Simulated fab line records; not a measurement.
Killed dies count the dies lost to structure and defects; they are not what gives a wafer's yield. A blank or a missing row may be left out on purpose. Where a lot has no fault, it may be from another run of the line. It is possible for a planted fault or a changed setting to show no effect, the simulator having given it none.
One fault seen from 2 desks | flow gf180mcu | every desk sees just its own numbers, and what lay behind them comes last

FROM THE METROLOGY DESK
Lot by lot, what the gauges showed, no matter which tool ran the lot: averages of those sampled wafers that carry a number. The brackets show how far a lot's mean lies from the usual mean; more than 4 standard deviations puts the lot out of limits, marked OUT.
Columns: A = CONTACT_W_RS at GF_CONTACT_RS_MEAS_25, usual 0.380 ohm/sq; B = CONTACT_W_THK at GF_CONTACT_THK_MEAS_26, usual 298 nm
lot  | first seen here | A               | B
L805 | day 17 04:13    | 0.380           | 297
L808 | day 18 10:28    | 0.256 (-23) OUT | 428 (+26) OUT
L809 | day 19 07:58    | 0.250 (-24) OUT | 449 (+30) OUT
L810 | day 19 09:30    | 0.314 (-12) OUT | 369 (+14) OUT
L817 | day 21 16:19    | 0.375           | 300
L820 | day 22 14:25    | 0.385           | 297
L821 | day 22 22:37    | 0.374           | 300
L822 | day 23 03:39    | 0.378           | 299
L824 | day 23 22:13    | 0.383           | 291
L825 | day 24 05:22    | 0.378           | 297
L826 | day 24 10:10    | 0.378           | 304
This desk finds L808, L809, L810 out of limits, with the earliest case on L808 at day 18 10:28 (CONTACT_W_RS at GF_CONTACT_RS_MEAS_25). L805, L817, L820, L821, L822, L824, L825, L826: within limits.

DESK OF THE TOOL OWNER: cvd-w-02
The tool's own readings at GF_CONTACT_CVD_24 (deposits W, target thk 300 nm, time 90.339 s): means of the sampled wafers that have a number, for each lot that ran on this tool. The brackets show how far a lot's mean lies from the usual mean; more than 4 standard deviations puts the lot out of limits, marked OUT.
Columns: A = heater-power-w at GF_CONTACT_CVD_24, usual 876 W
lot  | first seen here | A
L808 | day 18 10:22    | 834
L809 | day 19 07:52    | 1058
L810 | day 19 09:24    | 1068
L820 | day 22 14:19    | 916
L821 | day 22 22:30    | 1060
L822 | day 23 03:32    | 994
L824 | day 23 22:07    | 918
L825 | day 24 05:16    | 912
L826 | day 24 10:04    | 974
This desk's finding: nothing out of limits on any of the 9 lots.

BROUGHT TOGETHER
Metrology desk: alarm possible at day 18 10:28 on L808, L809, L810.
The tool owner's desk saw nothing out of limits.
Tool owner's desk: L808, L809, L810 on record, inside its limits.
All the named lots went through GF_CONTACT_CVD_24 on cvd-w-02.

WHAT HAD BEEN PUT IN BY THE SIMULATOR
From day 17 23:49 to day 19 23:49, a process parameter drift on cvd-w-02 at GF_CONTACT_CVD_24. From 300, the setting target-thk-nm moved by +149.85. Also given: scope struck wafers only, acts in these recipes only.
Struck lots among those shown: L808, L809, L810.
Per desk, hours elapsed from the start of the fault to the first reading out of limits: for the metrology desk, 11.
